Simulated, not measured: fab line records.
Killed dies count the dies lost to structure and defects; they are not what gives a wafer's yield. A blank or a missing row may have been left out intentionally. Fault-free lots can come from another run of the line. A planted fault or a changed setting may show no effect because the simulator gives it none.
fab line records	flow sky130
record lots=7	wafers=21	last-day=49
route steps=708 shown LDD_P@263 LDD_HVN@267 PAD_OPEN@708
lots with no fault: from the same line, run without faults
start-h: the number of hours between the record's first day and the start of the first shown wafer of the lot	wait-h: hours elapsed since this lot's preceding step	" the same as in the row above	L1.1+2: several wafers, shown together as one row	- no value, or no start given	* or withheld: withheld	< > ~ a bound
route shown NAME@n: a module of which the file shows steps, and the number in the route of the first	usual: mean and standard deviation over wafers with no fault	same: alike in all rows	chamber/n: place in a boat	sites: the reading at each site	_std_site: standard deviation across them	_edge_site: mean of outer sites minus mean of inner sites	radius-mm: for every site, how far away it sits from the centre of the wafer	mask NAME#n: copy n	behind: the tool/chamber that last shaped the wafer	hold: cause of the lot's hold/its duration in hours/its outcome	device: transistor that didn't switch, given as n, p or np	end of line: the route-end tests of the same wafers	a step without rows: its recipe alone	killed: count of dies lost to structure and defects at first sort (not the wafer's yield)	map: per-die view of a wafer (x killed, . not killed, _ where there is no die)
set.NAME: the setting as run; set.NAME@STEP: as run at that earlier step	model.NAME: the simulator's own value behind a step, which no gauge read
certain route steps with their lots: each step a table, each wafer a row
services: from which hour (start-h, from the record's first day; less than 0 if before it) a tool's chamber was out of use, for how many hours, and why
## steps
# step SKY_LDD_P_OVL_MEAS_08
# usual LDD_P_OVL=-0.2/1.3
lot.wafer	tool	chamber	start-h	wait-h	LDD_P_OVL[nm]
L104.3	overlay-01	-	441.81	0.1	1.3
L104.4	"	-	"	"	1.0
L104.5	"	-	"	"	-1.7
L109.1	overlay-02	-	490.08	0.1	-1.0
L109.2	"	-	"	"	-2.0
L109.4	"	-	"	"	0.0
L110.1	overlay-02	-	494.94	0.1	-2.3
L110.4	"	-	"	"	-2.2
L110.6	"	-	"	"	1.2
L113.1	overlay-01	-	516.40	0.1	0.2
L113.4	"	-	"	"	-0.6
L113.6	"	-	"	"	-0.3
L116.2	overlay-01	-	553.78	0.1	2.7
L116.5	"	-	"	"	0.9
L116.6	"	-	"	"	0.9
L122.1	overlay-02	-	598.99	0.1	-2.7
L122.2	"	-	"	"	-3.5
L122.6	"	-	"	"	-2.7
L123.2	overlay-02	-	603.05	0.1	0.3
L123.4	"	-	"	"	-1.5
L123.5	"	-	"	"	-1.5
# step SKY_LDD_P_IMPLANT_09
# recipe species=BF2	energy-kev=25	dose-cm2=1e+13	tilt-deg=withheld
# step SKY_LDD_P_STRIP_10
# recipe chemistry=O2/N2	power-w=1400	pressure-mtorr=1500	platen-temp-c=withheld	o2-flow-sccm=3000	n2-flow-sccm=300	overash-fraction=0.5
# usual drypump-motor-current-A=5.95/0.27	oes-product-au=0.717/0.004	strip-time-to-endpoint-s=14.14/0.041
lot.wafer	tool	chamber	start-h	wait-h	drypump-motor-current-A	oes-product-au	rf-hours-counter-h	strip-time-to-endpoint-s
L104.3	plasma-asher-03	0	442.02	0.1	6.15	0.717	-	14.20
L104.4	"	1	"	"	5.52	0.719	-	14.13
L104.5	"	1	"	"	5.51	0.705	-	14.15
L109.1	plasma-asher-03	0	490.26	0.1	6.12	0.716	6	14.19
L109.2	"	1	"	"	5.50	0.712	6	14.12
L109.4	"	1	"	"	5.51	0.717	-	14.16
L110.1	plasma-asher-01	1	495.13	0.1	6.21	0.715	64	14.19
L110.4	"	1	"	"	6.20	0.718	-	14.20
L110.6	"	0	"	"	6.15	0.712	-	14.25
L113.1	plasma-asher-04	0	516.58	0.1	6.09	0.718	40	14.11
L113.4	"	0	"	"	6.08	0.716	-	14.13
L113.6	"	1	"	"	5.68	0.719	-	14.16
L116.2	plasma-asher-01	0	553.96	0.1	6.14	0.711	70	14.12
L116.5	"	0	"	"	6.15	0.723	-	14.15
L116.6	"	1	"	"	6.24	0.718	-	14.14
L122.1	plasma-asher-01	1	599.18	0.1	6.23	0.715	75	14.13
L122.2	"	0	"	"	6.20	0.713	75	14.08
L122.6	"	0	"	"	6.13	0.714	-	14.11
L123.2	plasma-asher-04	1	603.23	0.1	5.66	0.718	48	14.11
L123.4	"	0	"	"	6.09	0.712	-	14.12
L123.5	"	0	"	"	6.08	0.715	-	14.11
# step SKY_LDD_P_TW_MEAS_11
# usual LDD_P_TW=632/5.1
lot.wafer	tool	chamber	start-h	wait-h	LDD_P_TW
L104.3	film-metro-04	-	442.10	0.1	639
L104.4	"	-	"	"	635
L104.5	"	-	"	"	634
L109.1	film-metro-04	-	490.36	0.1	638
L109.2	"	-	"	"	639
L109.4	"	-	"	"	641
L110.1	film-metro-04	-	495.23	0.1	636
L110.4	"	-	"	"	639
L110.6	"	-	"	"	638
L113.1	film-metro-04	-	516.68	0.1	638
L113.4	"	-	"	"	641
L113.6	"	-	"	"	642
L116.2	film-metro-02	-	554.07	0.1	630
L116.5	"	-	"	"	628
L116.6	"	-	"	"	631
L122.1	film-metro-04	-	599.28	0.1	636
L122.2	"	-	"	"	639
L122.6	"	-	"	"	639
L123.2	film-metro-01	-	603.34	0.1	628
L123.4	"	-	"	"	631
L123.5	"	-	"	"	625
# step SKY_LDD_HVN_DEHYDRATE_00
# recipe temp-c=200	time-s=60
# step SKY_LDD_HVN_HMDS_01
# recipe prime-time-s=60	prime-temp-c=120
# step SKY_LDD_HVN_COAT_02
# recipe resist=NOVOLAK	spin-rpm=3000	resist-thk-nm=300
# step SKY_LDD_HVN_SOFTBAKE_03
# recipe temp-c=90	time-s=60	resist=NOVOLAK
# step SKY_LDD_HVN_EXPOSE_04
# recipe mask-id=HVNTM	na=0.6	source-shape=conventional	sigma-outer=0.6	polarization=unpolarized	target-cd-nm=700	dose-mj=127
# step SKY_LDD_HVN_PEB_05
# recipe temp-c=withheld	time-s=*	resist=NOVOLAK
# step SKY_LDD_HVN_DEVELOP_06
# recipe resist=NOVOLAK	developer=TMAH	develop-time-s=60	dev-temp-c=23
# step SKY_LDD_HVN_OVL_MEAS_07
# usual LDD_HVN_OVL=0.4/1.5
lot.wafer	tool	chamber	start-h	wait-h	LDD_HVN_OVL[nm]
L104.3	overlay-02	-	472.55	0.1	0.2
L104.4	"	-	"	"	0.3
L104.5	"	-	"	"	-1.4
L109.1	overlay-02	-	520.59	0.1	-0.5
L109.2	"	-	"	"	-0.6
L109.4	"	-	"	"	-0.3
L110.1	overlay-01	-	525.49	0.1	1.9
L110.4	"	-	"	"	2.5
L110.6	"	-	"	"	1.4
L113.1	overlay-02	-	545.92	0.1	-2.6
L113.4	"	-	"	"	-0.8
L113.6	"	-	"	"	-0.7
L116.2	overlay-02	-	583.43	0.1	0.0
L116.5	"	-	"	"	0.1
L116.6	"	-	"	"	-0.9
L122.1	overlay-02	-	628.29	0.1	2.6
L122.2	"	-	"	"	0.6
L122.6	"	-	"	"	1.5
L123.2	overlay-01	-	632.04	0.1	2.2
L123.4	"	-	"	"	0.1
L123.5	"	-	"	"	0.5
# step SKY_LDD_HVN_IMPLANT_08
# recipe species=P	energy-kev=60	dose-cm2=3e+13	tilt-deg=40
# usual beam-energy-keV=59.996/0.018	beam-on-s=10.00/0.21
lot.wafer	tool	chamber	start-h	wait-h	beam-energy-keV	beam-on-s	model.implant.rp-nm	model.implant.drp-nm
L104.3	implanter-03	0	472.62	0.1	60.010	10.16	57.76	28.15
L104.4	"	0	"	"	60.008	9.98	57.76	28.15
L104.5	"	0	"	"	59.979	10.05	57.76	28.15
L109.1	implanter-03	0	520.62	0.0	48.966	9.84	46.39	23.72
L109.2	"	0	"	"	48.965	10.27	46.39	23.72
L109.4	"	0	"	"	48.953	10.21	46.39	23.72
L110.1	implanter-03	0	525.52	0.0	48.962	10.31	46.24	23.72
L110.4	"	0	"	"	48.968	10.15	46.24	23.72
L110.6	"	0	"	"	48.988	9.75	46.24	23.72
L113.1	implanter-03	0	545.96	0.0	48.955	9.59	44.67	23.72
L113.4	"	0	"	"	48.940	9.88	44.67	23.72
L113.6	"	0	"	"	48.987	9.90	44.67	23.72
L116.2	implanter-02	0	583.48	0.0	59.996	10.05	54.38	28.15
L116.5	"	0	"	"	59.998	10.19	54.38	28.15
L116.6	"	0	"	"	59.967	9.98	54.38	28.15
L122.1	implanter-03	0	628.32	0.0	59.995	10.14	56.12	28.15
L122.2	"	0	"	"	60.004	9.88	56.12	28.15
L122.6	"	0	"	"	59.973	9.85	56.12	28.15
L123.2	implanter-02	0	632.10	0.0	59.984	9.98	56.6	28.15
L123.4	"	0	"	"	60.004	9.82	56.6	28.15
L123.5	"	0	"	"	59.971	9.80	56.6	28.15
# step SKY_LDD_HVN_STRIP_09
# recipe chemistry=O2/N2	power-w=1400	pressure-mtorr=1500	platen-temp-c=withheld	o2-flow-sccm=3000	n2-flow-sccm=300	overash-fraction=0.5
# usual drypump-motor-current-A=5.92/0.28	oes-product-au=0.408/0.0049	strip-time-to-endpoint-s=4.124/0.014
lot.wafer	tool	chamber	start-h	wait-h	drypump-motor-current-A	oes-product-au	rf-hours-counter-h	strip-time-to-endpoint-s
L104.3	plasma-asher-02	0	472.76	0.1	5.97	0.406	-	4.123
L104.4	"	1	"	"	6.25	0.411	-	4.119
L104.5	"	1	"	"	6.26	0.409	-	4.134
L109.1	plasma-asher-04	0	520.77	0.1	6.04	0.412	41	4.124
L109.2	"	1	"	"	5.66	0.403	41	4.128
L109.4	"	1	"	"	5.67	0.413	-	4.132
L110.1	plasma-asher-03	1	525.67	0.1	5.49	0.409	9	4.146
L110.4	"	0	"	"	6.12	0.410	-	4.134
L110.6	"	0	"	"	6.13	0.401	-	4.135
L113.1	plasma-asher-04	0	546.11	0.1	6.08	0.402	43	4.123
L113.4	"	0	"	"	6.08	0.408	-	4.159
L113.6	"	0	"	"	6.09	0.409	-	4.124
L116.2	plasma-asher-03	1	583.61	0.1	5.51	0.406	15	4.107
L116.5	"	1	"	"	5.50	0.411	-	4.091
L116.6	"	0	"	"	6.14	0.406	-	4.122
L122.1	plasma-asher-03	1	628.47	0.1	5.50	0.406	20	4.082
L122.2	"	0	"	"	6.18	0.412	20	4.124
L122.6	"	1	"	"	5.52	0.400	-	4.104
L123.2	plasma-asher-04	0	632.22	0.1	6.06	0.406	51	4.126
L123.4	"	1	"	"	5.65	0.403	-	4.111
L123.5	"	0	"	"	6.08	0.407	-	4.134
# step SKY_LDD_HVN_TW_MEAS_10
# usual LDD_HVN_TW=1439/15
lot.wafer	tool	chamber	start-h	wait-h	hold	LDD_HVN_TW
L104.3	film-metro-02	-	472.84	0.1	-	1423
L104.4	"	-	"	"	-	1414
L104.5	"	-	"	"	-	1424
L109.1	film-metro-02	-	520.87	0.1	await-dispo/0.2h/release	1361
L109.2	"	-	"	"	await-dispo/0.2h/release	1355
L109.4	"	-	"	"	await-dispo/0.2h/release	1363
L109.1	film-metro-02	-	521.10	0.2	-	1346
L109.2	"	-	"	"	-	1348
L109.4	"	-	"	"	-	1357
L110.1	film-metro-04	-	525.77	0.1	await-dispo/0.2h/release	1374
L110.4	"	-	"	"	await-dispo/0.2h/release	1367
L110.6	"	-	"	"	await-dispo/0.2h/release	1370
L110.1	film-metro-04	-	526.00	0.2	-	1370
L110.4	"	-	"	"	-	1364
L110.6	"	-	"	"	-	1371
L113.1	film-metro-02	-	546.21	0.1	await-dispo/0.2h/release	1340
L113.4	"	-	"	"	await-dispo/0.2h/release	1336
L113.6	"	-	"	"	await-dispo/0.2h/release	1342
L113.1	film-metro-02	-	546.43	0.2	-	1351
L113.4	"	-	"	"	-	1341
L113.6	"	-	"	"	-	1344
L116.2	film-metro-02	-	583.72	0.1	-	1429
L116.5	"	-	"	"	-	1423
L116.6	"	-	"	"	-	1422
L122.1	film-metro-04	-	628.57	0.1	-	1454
L122.2	"	-	"	"	-	1450
L122.6	"	-	"	"	-	1450
L123.2	film-metro-02	-	632.33	0.1	-	1426
L123.4	"	-	"	"	-	1426
L123.5	"	-	"	"	-	1419
# step SKY_PAD_OPEN_PROBE_99
# usual killed_at_M0_to_M3=42/6.1	killed_at_M4_up=3.1/1.7	killed-at-contacts=24/5.5	killed-at-front-end=16/4.1	killed-at-other=0.3/0.57	killed-dies=86/8.2	killed-open=47/6.8	killed-short=38/5.8
# same gross-dies=492	killed-at-back-side=0
lot.wafer	tool	chamber	start-h	wait-h	killed_at_M0_to_M3	killed_at_M4_up	killed-at-contacts	killed-at-front-end	killed-at-other	killed-dies	killed-open	killed-short	model.etest.tip_n_5v.rs-ohm-sq	model.etest.nfet-g5v0d10v5.r-on-ohm-um	model.etest.nfet-g5v0d10v5.drive-ua-um	model.etest.nfet-g5v0d10v5.vt-sat-v	model.etest.nfet-g5v0d10v5.vt-v
L104.3	prober-01	-	1080.25	0.2	33	2	20	15	0	70	38	32	1356	1847	618.3	0.7428	0.8044
L104.4	prober-01	-	1080.30	0.2	47	4	30	15	1	97	52	44	1379	1870	610.4	0.7536	0.8138
L104.5	prober-01	-	1080.35	0.2	39	2	22	18	0	81	44	37	1368	1849	617.6	0.755	0.8184
L109.1	prober-02	-	1113.51	0.1	39	3	22	8	0	72	38	34	1523	1890	597.5	0.787	0.8396
L109.2	prober-02	-	1113.56	0.1	31	3	26	13	1	74	42	31	1511	1928	581.4	0.8021	0.8529
L109.4	prober-02	-	1113.66	0.2	39	2	21	13	0	75	44	30	1510	1903	591.6	0.7881	0.8382
L110.1	prober-01	-	1117.39	0.1	40	4	18	17	0	79	41	38	1514	1968	583	0.7862	0.8358
L110.4	prober-01	-	1117.54	0.2	41	0	20	19	0	80	41	38	1517	1933	588.7	0.7879	0.8374
L110.6	prober-01	-	1117.64	0.2	43	2	31	18	0	94	58	36	1512	1940	582	0.7849	0.8375
L113.1	prober-02	-	1129.69	0.1	46	5	15	18	0	84	51	33	1540	1923	599.1	0.7815	0.8326
L113.4	prober-02	-	1129.84	0.2	60	2	21	16	0	99	61	38	1528	1919	600.2	0.7769	0.8263
L113.6	prober-02	-	1129.94	0.2	42	3	16	20	1	82	36	46	1540	1928	602.1	0.7762	0.8253
L116.2	prober-01	-	1153.79	0.1	38	3	25	21	0	87	48	38	1400	1874	603.3	0.7676	0.8231
L116.5	prober-01	-	1153.94	0.2	49	2	22	19	0	92	48	43	1402	1859	619.7	0.761	0.8159
L116.6	prober-01	-	1153.99	0.2	44	3	22	11	0	80	40	38	1405	1926	598.8	0.7566	0.809
L122.1	prober-01	-	1179.39	0.1	44	4	15	19	0	82	54	28	1369	1894	597.9	0.7719	0.8344
L122.2	prober-01	-	1179.44	0.1	48	3	31	17	0	99	43	56	1377	1898	609.5	0.7577	0.8196
L122.6	prober-01	-	1179.64	0.2	40	1	29	13	0	83	47	36	1374	1880	600.6	0.7702	0.8344
L123.2	prober-02	-	1182.26	0.1	46	1	26	24	1	98	60	37	1370	1916	583.7	0.7736	0.8341
L123.4	prober-02	-	1182.36	0.2	44	1	24	18	2	89	51	36	1376	1898	593.1	0.7689	0.8339
L123.5	prober-02	-	1182.41	0.2	45	3	28	14	1	91	48	42	1377	1912	598.1	0.755	0.8173
# killed by level:class
L104.3 CONTACT:geometric-particle:open=8 VIA1:geometric-particle:open=8 METAL1:geometric-particle:short=6 VIA2:geometric-particle:open=6 LI_CONTACT:geometric-particle:open=5 POLY_GATE:geometric-particle:short=4 LOCAL_INTERCONNECT:geometric-particle:short=4 FIELD_ISO:geometric-particle:open=3
L104.4 CONTACT:geometric-particle:open=17 VIA1:geometric-particle:open=12 METAL2:geometric-particle:short=7 METAL1:geometric-particle:short=6 VIA2:geometric-particle:short=6 VIA2:geometric-particle:open=6 POLY_GATE:geometric-particle:short=5 CONTACT:geometric-particle:short=5
L104.5 VIA2:geometric-particle:open=10 VIA1:geometric-particle:open=7 CONTACT:geometric-particle:short=7 FIELD_ISO:geometric-particle:short=6 CONTACT:geometric-particle:open=6 LOCAL_INTERCONNECT:geometric-particle:short=5 POLY_GATE:geometric-particle:open=4 LI_CONTACT:geometric-particle:open=4
L109.1 CONTACT:geometric-particle:open=9 LI_CONTACT:geometric-particle:open=6 METAL1:geometric-particle:short=6 METAL2:geometric-particle:short=6 FIELD_ISO:geometric-particle:short=4 CONTACT:geometric-particle:short=4 VIA1:geometric-particle:open=4 VIA2:geometric-particle:open=4
L109.2 LI_CONTACT:geometric-particle:open=11 CONTACT:geometric-particle:open=9 VIA3:geometric-particle:open=7 METAL1:geometric-particle:short=6 POLY_GATE:geometric-particle:open=5 VIA1:geometric-particle:open=4 VIA1:geometric-particle:short=4 VIA2:geometric-particle:short=4
L109.4 VIA1:geometric-particle:open=9 VIA3:geometric-particle:open=8 LI_CONTACT:geometric-particle:open=7 CONTACT:geometric-particle:open=7 FIELD_ISO:geometric-particle:open=5 METAL1:geometric-particle:short=5 VIA2:geometric-particle:open=5 VIA2:geometric-particle:short=4
L110.1 VIA2:geometric-particle:open=11 CONTACT:geometric-particle:open=7 METAL2:geometric-particle:short=6 FIELD_ISO:geometric-particle:short=5 LI_CONTACT:geometric-particle:open=4 CONTACT:geometric-particle:short=4 VIA1:geometric-particle:short=4 VIA3:geometric-particle:open=4
L110.4 VIA1:geometric-particle:open=11 CONTACT:geometric-particle:open=9 FIELD_ISO:geometric-particle:short=5 LI_CONTACT:geometric-particle:open=5 METAL1:geometric-particle:short=5 VIA2:geometric-particle:open=5 FIELD_ISO:geometric-particle:open=4 POLY_GATE:geometric-particle:short=4
L110.6 LI_CONTACT:geometric-particle:open=13 VIA2:geometric-particle:open=9 VIA1:geometric-particle:open=8 METAL2:geometric-particle:short=7 FIELD_ISO:geometric-particle:open=6 VIA3:geometric-particle:open=6 LOCAL_INTERCONNECT:geometric-particle:short=6 CONTACT:geometric-particle:open=5
L113.1 VIA2:geometric-particle:open=10 VIA1:geometric-particle:open=7 VIA3:geometric-particle:open=6 VIA1:geometric-particle:short=6 POLY_GATE:geometric-particle:open=5 LI_CONTACT:geometric-particle:open=5 METAL1:geometric-particle:short=4 CONTACT:geometric-particle:open=4
L113.4 VIA3:geometric-particle:open=13 VIA1:geometric-particle:open=12 VIA2:geometric-particle:open=9 LI_CONTACT:geometric-particle:open=8 METAL2:geometric-particle:short=7 METAL1:geometric-particle:short=5 VIA2:geometric-particle:short=5 POLY_GATE:geometric-particle:open=4
L113.6 VIA1:geometric-particle:open=10 SPACER:geometric-particle:short=7 CONTACT:geometric-particle:short=6 LI_CONTACT:geometric-particle:open=5 VIA1:geometric-particle:short=5 VIA2:geometric-particle:open=5 METAL2:geometric-particle:short=5 VIA3:geometric-particle:open=5
L116.2 CONTACT:geometric-particle:open=8 FIELD_ISO:geometric-particle:open=6 LI_CONTACT:geometric-particle:open=6 METAL2:geometric-particle:short=6 CONTACT:geometric-particle:short=6 VIA3:geometric-particle:open=5 VIA1:geometric-particle:short=5 VIA1:geometric-particle:open=5
L116.5 VIA1:geometric-particle:open=13 CONTACT:geometric-particle:open=11 METAL1:geometric-particle:short=9 METAL2:geometric-particle:short=8 VIA2:geometric-particle:open=7 POLY_GATE:geometric-particle:short=6 LI_CONTACT:geometric-particle:open=6 FIELD_ISO:geometric-particle:open=4
L116.6 VIA3:geometric-particle:open=10 VIA1:geometric-particle:open=9 LOCAL_INTERCONNECT:geometric-particle:short=7 METAL2:geometric-particle:short=7 CONTACT:geometric-particle:short=6 CONTACT:geometric-particle:open=5 LI_CONTACT:geometric-particle:open=4 METAL1:geometric-particle:short=4
L122.1 VIA1:geometric-particle:open=10 VIA2:geometric-particle:open=8 CONTACT:geometric-particle:open=7 POLY_GATE:geometric-particle:open=6 METAL1:geometric-particle:short=6 VIA3:geometric-particle:open=6 LI_CONTACT:geometric-particle:open=4 POLY_GATE:geometric-particle:short=3
L122.2 VIA1:geometric-particle:open=12 VIA1:geometric-particle:short=11 LI_CONTACT:geometric-particle:open=7 LI_CONTACT:geometric-particle:short=7 METAL2:geometric-particle:short=7 CONTACT:geometric-particle:open=7 LOCAL_INTERCONNECT:geometric-particle:short=6 FIELD_ISO:geometric-particle:short=5
L122.6 CONTACT:geometric-particle:open=11 VIA1:geometric-particle:open=10 LI_CONTACT:geometric-particle:open=8 METAL1:geometric-particle:short=6 CONTACT:geometric-particle:short=6 VIA3:geometric-particle:open=6 VIA1:geometric-particle:short=5 METAL2:geometric-particle:short=4
L123.2 CONTACT:geometric-particle:open=10 VIA2:geometric-particle:open=10 VIA3:geometric-particle:open=9 CONTACT:geometric-particle:short=8 VIA1:geometric-particle:open=8 METAL1:geometric-particle:short=8 POLY_GATE:geometric-particle:open=7 LI_CONTACT:geometric-particle:open=6
L123.4 CONTACT:geometric-particle:open=13 VIA1:geometric-particle:short=6 POLY_GATE:geometric-particle:open=6 VIA1:geometric-particle:open=5 METAL3:geometric-particle:short=5 VIA3:geometric-particle:open=5 CONTACT:geometric-particle:short=4 METAL1:geometric-particle:open=4
L123.5 LI_CONTACT:geometric-particle:open=11 METAL1:geometric-particle:short=9 VIA3:geometric-particle:open=8 VIA1:geometric-particle:open=7 CONTACT:geometric-particle:open=6 VIA2:geometric-particle:open=6 FIELD_ISO:geometric-particle:open=5 LI_CONTACT:geometric-particle:short=4
## services
tool	chamber	start-h	hours	kind
implanter-03	-	420.82	5.5	repair
plasma-asher-03	-	421.25	9.0	pm
plasma-asher-03	0	421.25	9.0	vent-cycle
plasma-asher-03	1	421.25	9.0	vent-cycle
plasma-asher-03	0	430.25	-	clean
plasma-asher-03	1	430.25	-	clean
plasma-asher-03	-	432.13	0.4	repair
implanter-03	-	432.90	4.4	pm
plasma-asher-02	-	459.30	1.2	repair
plasma-asher-01	-	473.36	14.3	repair
plasma-asher-01	-	476.47	2.3	repair
plasma-asher-01	-	487.68	2.8	pm
plasma-asher-02	-	506.91	13.5	repair
plasma-asher-01	-	507.33	1.5	repair
plasma-asher-03	-	510.19	4.3	repair
plasma-asher-04	-	574.13	7.3	pm
plasma-asher-02	-	583.73	2.8	pm
implanter-02	-	622.43	4.0	pm
## key
first-sign step=SKY_LDD_HVN_IMPLANT_08	reading=beam-energy-keV	direction=down	sigmas=99+	usual=*	struck=*
effect step=SKY_LDD_HVN_TW_MEAS_10	reading=visit	direction=added
effect step=SKY_LDD_HVN_TW_MEAS_10	reading=LDD_HVN_TW	direction=down	sigmas=5.4	usual=1439	struck=1356
model-effect step=SKY_LDD_HVN_IMPLANT_08	value=implant.rp-nm	without=56.21	struck=45.77
model-effect step=SKY_PAD_OPEN_PROBE_99	value=etest.tip_n_5v.rs-ohm-sq	without=1380	struck=1521
met-at SKY_LDD_HVN_IMPLANT_08
struck-wafers L109.1,L109.2,L109.4,L110.1,L110.4,L110.6,L113.1,L113.4,L113.6
tester-left-out L109,L110,L113
onset-between 472.62 520.62
fault kind=process-parameter-drift	tool=implanter-03	chamber=-	onset-h=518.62	steps=SKY_LDD_HVN_IMPLANT_08	channel=energy-kev	offset=*	shape=step	end-h=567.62	acts-in=*	stated=*
# tester-left-out: of these lots the tester's yield and bins aren't shown, on N5 and GAA mostly nor the transistor test; their killed dies are dies lost to structure and defects alone, not to doping, threshold or leakage, so they don't give the yield
